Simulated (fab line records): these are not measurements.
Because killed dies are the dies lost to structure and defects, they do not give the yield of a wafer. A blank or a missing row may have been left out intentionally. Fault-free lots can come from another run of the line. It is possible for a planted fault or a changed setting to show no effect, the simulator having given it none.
Which tool is to blame? || flow gf180mcu || 21 wafers from 7 lots sampled at 2 of the route's 602 steps

## WHAT EACH GAUGE READ, for each wafer
GF_POLY_GATE_CD_MEAS_10: the cd target is 280 nm.
{"lot": "L110", "measured": "day 9 11:38", "on": "cd-sem-02", "cd-nm (nm)": "280.6 279.7 281.6"}
{"lot": "L116", "measured": "day 11 06:54", "on": "cd-sem-02", "cd-nm (nm)": "277.5 277.2 277.5"}
{"lot": "L120", "measured": "day 12 10:23", "on": "cd-sem-01", "cd-nm (nm)": "279.5 278.8 278.5"}
{"lot": "L122", "measured": "day 12 23:17", "on": "cd-sem-01", "cd-nm (nm)": "281.3 279.5 280.8"}
{"lot": "L124", "measured": "day 13 12:40", "on": "cd-sem-02", "cd-nm (nm)": "281.0 280.6 282.4"}
{"lot": "L126", "measured": "day 14 06:17", "on": "cd-sem-02", "cd-nm (nm)": "280.8 280.8 281.3"}
{"lot": "L131", "measured": "day 15 14:54", "on": "cd-sem-01", "cd-nm (nm)": "278.6 277.6 279.9"}

## WHICH TOOL RAN EACH LOT (tool, then ch and the chambers of the sampled wafers, then the start)
{"lot": "L110", "GF_NWELL_IMPLANT_09": "implanter-02 ch 0, day 3 13:01"}
{"lot": "L116", "GF_NWELL_IMPLANT_09": "implanter-02 ch 0, day 4 19:50"}
{"lot": "L120", "GF_NWELL_IMPLANT_09": "implanter-01 ch 0, day 5 19:59"}
{"lot": "L122", "GF_NWELL_IMPLANT_09": "implanter-01 ch 0, day 6 06:58"}
{"lot": "L124", "GF_NWELL_IMPLANT_09": "implanter-04 ch 0, day 6 17:25"}
{"lot": "L126", "GF_NWELL_IMPLANT_09": "implanter-04 ch 0, day 7 05:08"}
{"lot": "L131", "GF_NWELL_IMPLANT_09": "implanter-01 ch 0, day 8 05:56"}
- GF_NWELL_IMPLANT_09

## THE ANSWER, worked out from the rows above alone
Rule: the usual values come from the lots themselves. The widest of any qualifying gaps counts: lots, ordered by their means at a reading, are off when they make up no more than a third of the lots, leave a main group of 4 or more, and stand apart from it by 3 or more times the standard deviation of that group's means. The tables above print the reading to a certain number of digits; a main group whose means all agree to those digits is not used. Also off: a lot with no number at a reading for which 4 or more lots have one. Where the step has rows for the other lots, those lots are counted as sound.
Nothing can be told from this: no lot is off at any reading shown.

## WHAT HAD BEEN PUT IN BY THE SIMULATOR
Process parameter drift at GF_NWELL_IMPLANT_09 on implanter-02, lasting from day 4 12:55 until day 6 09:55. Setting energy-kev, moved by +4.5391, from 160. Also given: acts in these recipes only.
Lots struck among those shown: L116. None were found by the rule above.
